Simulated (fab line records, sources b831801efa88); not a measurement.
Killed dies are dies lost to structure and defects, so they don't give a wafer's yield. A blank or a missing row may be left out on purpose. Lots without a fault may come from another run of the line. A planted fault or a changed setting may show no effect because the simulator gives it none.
Which tool did it? | flow sky130 | 12 lots, 36 wafers sampled, at 4 steps of a route of 708

WHAT THE GAUGES READ, wafer by wafer
SKY_PASSIVATION_THK_MEAS_03.
lot  | measured     | on            | PASSIVATION_CVD_02_THK (nm)
L135 | day 43 20:59 | film_metro-01 | 540 545 545
L138 | day 45 01:23 | film_metro-04 | 541 532 551
L139 | day 45 02:17 | film_metro-04 | 536 546 545
L140 | day 45 09:12 | film_metro-02 | 547 538 545
L141 | day 45 19:43 | film_metro-02 | 542 559 551
L143 | day 46 14:02 | film_metro-04 | 537 547 546
L145 | day 47 10:41 | film_metro-04 | 544 544 553
L144 | day 47 11:22 | film_metro-02 | 533 545 543
L146 | day 47 15:19 | film_metro-04 | 543 554 555
L147 | day 47 16:23 | film_metro-04 | 531 532 543
L150 | day 47 22:44 | film_metro-01 | 542 538 547
L158 | day 49 23:34 | film_metro-04 | 543 550 558

WHICH TOOL RAN EACH LOT (tool, then ch and the chambers of the sampled wafers, then the start)
lot  | SKY_CAPM_CLEAN_17               | SKY_METAL4_DESCUM_15              | SKY_PASSIVATION_CVD_02
L135 | wet_bench-01 ch 2, day 37 10:28 | rie_metal-03 ch 0,1, day 41 17:31 | pecvd-01 ch 0,2, day 43 20:45
L138 | wet_bench-03 ch 3, day 38 17:43 | rie_metal-03 ch 0,1, day 42 23:18 | pecvd-01 ch 0,1, day 45 01:08
L139 | wet_bench-01 ch 1, day 38 17:58 | rie_metal-03 ch 0,1, day 43 00:25 | pecvd-01 ch 0,1, day 45 02:03
L140 | wet_bench-03 ch 1, day 39 03:02 | rie_metal-02 ch 0,1, day 43 08:31 | pecvd-01 ch 0,1,2, day 45 08:59
L141 | wet_bench-03 ch 1, day 39 17:29 | rie_metal-03 ch 0,1, day 43 20:44 | pecvd-02 ch 0,2, day 45 19:28
L143 | wet_bench-01 ch 2, day 40 16:31 | rie_metal-04 ch 0, day 44 16:25   | pecvd-02 ch 0,2, day 46 13:49
L145 | wet_bench-03 ch 1, day 41 14:21 | rie_metal-02 ch 0,1, day 45 13:22 | pecvd-02 ch 1,2, day 47 10:28
L144 | wet_bench-03 ch 1, day 41 15:29 | rie_metal-04 ch 0,1, day 45 14:22 | pecvd-01 ch 0,2, day 47 11:08
L146 | wet_bench-01 ch 3, day 41 18:24 | rie_metal-02 ch 0,1, day 45 17:04 | pecvd-03 ch 0,1,2, day 47 15:06
L147 | wet_bench-03 ch 0, day 41 20:54 | rie_metal-04 ch 0,1, day 45 19:19 | pecvd-01 ch 0,1, day 47 16:09
L150 | wet_bench-03 ch 0, day 42 04:40 | rie_metal-04 ch 0,1, day 46 02:23 | pecvd-01 ch 0,1,2, day 47 22:36
L158 | wet_bench-01 ch 3, day 44 18:28 | rie_metal-02 ch 0,1, day 48 07:34 | pecvd-03 ch 0,1, day 49 23:20
- SKY_CAPM_CLEAN_17: cleans in O3/DIW.
- SKY_METAL4_DESCUM_15: chemistry O2, time 8 s.
- SKY_PASSIVATION_CVD_02: deposits Si3N4, target thk 540 nm.

WHAT THE TOOLS THEMSELVES READ (means of the sampled wafers that have a number; where no wafer has one, the mark that the record gives instead)
SKY_METAL4_DESCUM_15.
lot  | tool         | drypump_motor_current_A (A) | oes_product_au (a.u.) | rf_fwd_power_W (W)
L135 | rie_metal-03 | 6.1                         | 1.012                 | 147.3
L138 | rie_metal-03 | 5.7                         | 1.011                 | 147.1
L139 | rie_metal-03 | 6.1                         | 1.015                 | 147.7
L140 | rie_metal-02 | 5.9                         | 1.010                 | 147.3
L141 | rie_metal-03 | 5.7                         | 1.014                 | 146.6
L143 | rie_metal-04 | 5.7                         | 1.003                 | 146.8
L145 | rie_metal-02 | 5.8                         | 1.013                 | 147.2
L144 | rie_metal-04 | 5.3                         | 1.014                 | 147.1
L146 | rie_metal-02 | 5.8                         | 1.012                 | 147.4
L147 | rie_metal-04 | 5.5                         | 1.008                 | 147.1
L150 | rie_metal-04 | 5.5                         | 1.004                 | 146.5
L158 | rie_metal-02 | 6.0                         | 1.010                 | 147.0

SKY_PASSIVATION_CVD_02.
lot  | tool     | heater_power_outer_w (W) | heater_power_w (W) | rf_fwd_power_W (W)
L135 | pecvd-01 | 428                      | 719                | 448.2
L138 | pecvd-01 | 422                      | 708                | 450.1
L139 | pecvd-01 | 429                      | 707                | 449.6
L140 | pecvd-01 | 398                      | 679                | 449.6
L141 | pecvd-02 | 450                      | 746                | 448.3
L143 | pecvd-02 | 462                      | 787                | 448.7
L145 | pecvd-02 | 407                      | 676                | 448.3
L144 | pecvd-01 | 425                      | 711                | 448.0
L146 | pecvd-03 | 353                      | 608                | 448.2
L147 | pecvd-01 | 410                      | 700                | 449.4
L150 | pecvd-01 | 440                      | 728                | 449.3
L158 | pecvd-03 | 358                      | 572                | 449.0

THE ANSWER, worked out from the rows above alone
Rule: what is usual is taken from the lots themselves. Put in order of their means at a reading, lots are off if they are a third of the lots or fewer, leave a main group of 4 or more, and stand apart from it by a gap of 3 or more times the standard deviation of the main group's means; of several such gaps the widest counts. A main group whose means are all the same, to the digits that the tables above print for the reading, isn't used. A lot without any number at a reading at which 4 lots or more have one is off too. The other lots that the step has rows for count as sound. The gauges are gone through in route order, then the tools' own readings, and for those a lot's mean is taken as printed above. The first step at which some lot is off is used, and at that step the reading that is off furthest; a lot without a number counts as furthest.
No lot is off at any reading shown: from this, nothing can be told.

WHAT THE SIMULATOR HAD PUT IN
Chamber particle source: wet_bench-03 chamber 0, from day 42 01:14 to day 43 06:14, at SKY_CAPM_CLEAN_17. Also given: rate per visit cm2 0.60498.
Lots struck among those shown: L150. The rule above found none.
